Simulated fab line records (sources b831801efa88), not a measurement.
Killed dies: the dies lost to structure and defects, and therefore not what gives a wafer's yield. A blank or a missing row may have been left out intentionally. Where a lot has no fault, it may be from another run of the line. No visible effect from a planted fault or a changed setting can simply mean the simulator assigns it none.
Matching of chambers	flow sky130	cmp-01 running SKY_VIA1_CMP_02: 4 sister chambers
The step polishes SiO2. 27 wafers are shown with their chamber, then 12 later ones without.

## WAFERS WITH THEIR CHAMBER
wafer	chamber	motor current A (A)
L074.1	0	13.0
L074.2	3	12.9
L074.3	1	12.6
L077.4	3	12.4
L077.5	0	12.3
L077.6	3	12.7
L078.1	3	12.6
L078.2	0	13.2
L078.4	2	12.5
L079.2	0	13.1
L079.4	2	12.6
L079.6	1	12.6
L080.1	0	12.6
L080.3	3	12.9
L080.4	1	13.2
L081.2	0	13.0
L081.5	2	13.3
L081.6	1	12.2
L082.2	3	13.2
L082.3	2	13.2
L082.6	2	12.7
L084.1	0	13.2
L084.4	3	12.9
L084.6	1	12.6
L085.1	1	12.4
L085.3	2	13.0
L085.6	3	12.6

SIGNATURES, as means of the wafers listed above
reading	chamber 0	chamber 1	chamber 2	chamber 3	scatter within a chamber
motor current A	12.914	12.600	12.883	12.775	0.312
Rule: for a wafer and a chamber, the distance is found by dividing, reading by reading, the gap between the wafer's reading and the chamber's mean by the reading's scatter, squaring, summing and taking the root. If the next closest chamber is less than 2 further off than the closest, the wafer can't be placed; otherwise it belongs to the closest. How the scatter is found: for the shown wafers, subtract from each reading the mean of its chamber, square and add these, divide the total by (wafers less chambers), then take the root.

## WAFERS WITH NO CHAMBER GIVEN
wafer	motor current A (A)
L087.2	12.0
L087.4	12.6
L087.5	12.1
L091.2	12.2
L091.4	12.6
L091.5	12.7
L093.2	13.2
L093.3	12.9
L093.5	13.6
L095.1	13.2
L095.2	13.2
L095.3	12.5

## WHICH CHAMBER EACH WENT THROUGH
wafer	from the rows above	in truth
L087.2	can't be placed: 1 or 3 or 2 or 0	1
L087.4	can't be placed: 1 or 3 or 2 or 0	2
L087.5	can't be placed: 1 or 3 or 2 or 0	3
L091.2	can't be placed: 1 or 3 or 2 or 0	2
L091.4	can't be placed: 1 or 3 or 2 or 0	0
L091.5	can't be placed: 3 or 1 or 2 or 0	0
L093.2	can't be placed: 0 or 2 or 3 or 1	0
L093.3	can't be placed: 0 or 2 or 3 or 1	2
L093.5	can't be placed: 0 or 2 or 3 or 1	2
L095.1	can't be placed: 0 or 2 or 3 or 1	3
L095.2	can't be placed: 0 or 2 or 3 or 1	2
L095.3	can't be placed: 1 or 3 or 2 or 0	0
Correctly placed: 0 of 12. Unplaceable from these rows: 12, with the true chamber sitting among the candidates in 12. Wrongly placed: 0.
